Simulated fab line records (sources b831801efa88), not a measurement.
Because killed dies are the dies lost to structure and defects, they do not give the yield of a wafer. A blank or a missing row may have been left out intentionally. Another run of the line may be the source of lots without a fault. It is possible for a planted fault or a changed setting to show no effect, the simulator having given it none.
Which tool did it? | flow gf180mcu | 6 lots, 18 wafers sampled, at 4 steps of a route of 602

WHAT EACH GAUGE READ, for each wafer
GF_M1_RS_MEAS_05: measures by four-point-probe.
lot  | measured     | on            | M1_ALCU_RS (ohm/sq)
L502 | day 16 22:00 | film-metro-02 | 0.0709 0.0713 0.0714
L505 | day 17 20:17 | film-metro-03 | 0.0693 0.0698 0.0695
L509 | day 19 21:22 | film-metro-03 | 0.0684 0.0711 0.0710
L511 | day 20 08:52 | film-metro-02 | 0.0688 0.0685 0.0710
L514 | day 21 11:20 | film-metro-02 | 0.0680 0.0687 0.0687
L516 | day 22 00:14 | film-metro-04 | 0.0696 0.0708 0.0709

EACH LOT AND THE TOOL THAT RAN IT (in order: tool; ch and the chambers of the sampled wafers; start)
lot  | GF_CONTACT_CMP_04             | GF_M1_SPUTTER_00             | GF_M1_SPUTTER_01
L502 | cmp-02 ch 0,1, day 15 21:13   | pvd-sputter-04, day 16 21:47 | pvd-sputter-04, day 16 21:53
L505 | cmp-02 ch 0,1,3, day 16 18:51 | pvd-sputter-01, day 17 20:04 | pvd-sputter-01, day 17 20:10
L509 | cmp-01 ch 2,3, day 18 18:14   | pvd-sputter-04, day 19 21:05 | pvd-sputter-04, day 19 21:11
L511 | cmp-02 ch 1,2,3, day 19 03:34 | pvd-sputter-04, day 20 08:35 | pvd-sputter-04, day 20 08:41
L514 | cmp-01 ch 0,2,3, day 20 09:11 | pvd-sputter-01, day 21 11:07 | pvd-sputter-01, day 21 11:13
L516 | cmp-01 ch 0,1,3, day 20 22:21 | pvd-sputter-01, day 22 00:01 | pvd-sputter-01, day 22 00:07
- GF_CONTACT_CMP_04: polishes SiO2.
- GF_M1_SPUTTER_00: material Ti, target thk 37.5 nm, time 150 s.
- GF_M1_SPUTTER_01: material TiN, target thk 30 nm, time 25 s.

THE ANSWER, worked out from the rows above alone
Rule: usual is defined by the lots themselves. Put in order of their means at a reading, lots are off if they are a third of the lots or fewer, leave a main group of 4 or more, and stand apart from it by a gap of 3 or more times the standard deviation of the main group's means; of several such gaps the widest counts. The tables above print the reading to a certain number of digits; a main group whose means all agree to those digits is not used. Also off: a lot with no number at a reading for which 4 or more lots have one. All remaining lots with rows at the step are treated as sound.
No lot is off on any of the readings shown, so nothing can be concluded from this.

WHAT THE SIMULATOR HAD INSERTED
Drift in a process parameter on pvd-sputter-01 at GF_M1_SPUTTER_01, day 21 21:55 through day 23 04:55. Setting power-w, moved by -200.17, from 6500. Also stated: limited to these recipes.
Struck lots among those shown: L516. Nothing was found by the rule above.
